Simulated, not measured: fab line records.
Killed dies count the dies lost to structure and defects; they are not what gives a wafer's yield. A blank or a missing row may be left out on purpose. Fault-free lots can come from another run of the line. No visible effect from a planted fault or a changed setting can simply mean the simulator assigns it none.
Which of the tools did it? || flow gf180mcu || 7 lots, 21 wafers sampled, at 2 steps of a route of 602

== WHAT EACH GAUGE READ, for each wafer ==
GF_VT_IMPLANT_RS_MEAS_48: the measuring method here is four-point-probe.
{"lot": "L896", "measured": "day 7 22:01", "on": "film-metro-01", "LVPWELL_RS (ohm/sq)": "1200.7 1195.3 1200.5"}
{"lot": "L898", "measured": "day 8 06:43", "on": "film-metro-04", "LVPWELL_RS (ohm/sq)": "1195.2 1192.5 1196.0"}
{"lot": "L900", "measured": "day 8 23:05", "on": "film-metro-02", "LVPWELL_RS (ohm/sq)": "1200.9 1199.5 1200.3"}
{"lot": "L903", "measured": "day 9 19:52", "on": "film-metro-02", "LVPWELL_RS (ohm/sq)": "1194.7 1196.7 1195.0"}
{"lot": "L905", "measured": "day 10 08:47", "on": "film-metro-02", "LVPWELL_RS (ohm/sq)": "1197.1 1197.2 1194.6"}
{"lot": "L908", "measured": "day 11 06:16", "on": "film-metro-01", "LVPWELL_RS (ohm/sq)": "1203.0 1197.7 1200.8"}
{"lot": "L916", "measured": "day 13 09:56", "on": "film-metro-01", "LVPWELL_RS (ohm/sq)": "1255.9 1261.5 1263.6"}

== TOOL THAT RAN EACH LOT (tool first, then ch and the chambers of the sampled wafers, then the start) ==
{"lot": "L896", "GF_LVPWELL_IMPLANT_08": "implanter-04 ch 0, day 4 04:25"}
{"lot": "L898", "GF_LVPWELL_IMPLANT_08": "implanter-02 ch 0, day 4 12:31"}
{"lot": "L900", "GF_LVPWELL_IMPLANT_08": "implanter-04 ch 0, day 5 02:42"}
{"lot": "L903", "GF_LVPWELL_IMPLANT_08": "implanter-02 ch 0, day 5 18:10"}
{"lot": "L905", "GF_LVPWELL_IMPLANT_08": "implanter-04 ch 0, day 6 05:23"}
{"lot": "L908", "GF_LVPWELL_IMPLANT_08": "implanter-03 ch 0, day 6 23:14"}
{"lot": "L916", "GF_LVPWELL_IMPLANT_08": "implanter-02 ch 0, day 8 20:02"}
- GF_LVPWELL_IMPLANT_08

== THE ANSWER, worked out from the rows above alone ==
Rule: the lots themselves supply what counts as usual. The widest of any qualifying gaps counts: lots, ordered by their means at a reading, are off when they make up no more than a third of the lots, leave a main group of 4 or more, and stand apart from it by 3 or more times the standard deviation of that group's means. Not used: any main group whose means are identical at the precision the tables above print for the reading. Also off: a lot with no number at a reading for which 4 or more lots have one. Any other lot the step has rows for is counted as sound.
Off: at GF_VT_IMPLANT_RS_MEAS_48 (LVPWELL_RS), L916. The main group: mean 1197.7 ohm/sq, standard deviation 2.3.
If a tool, at a process step before that reading, ran all the lots that are off and no sound lot after the first of them, it fits. Those tools and the gauges at GF_VT_IMPLANT_RS_MEAS_48 are tried in the same way. Undecided on this evidence; 2 tools fit (implanter-02 at GF_LVPWELL_IMPLANT_08, film-metro-01 at GF_VT_IMPLANT_RS_MEAS_48).

== WHAT WAS PUT IN BY THE SIMULATOR ==
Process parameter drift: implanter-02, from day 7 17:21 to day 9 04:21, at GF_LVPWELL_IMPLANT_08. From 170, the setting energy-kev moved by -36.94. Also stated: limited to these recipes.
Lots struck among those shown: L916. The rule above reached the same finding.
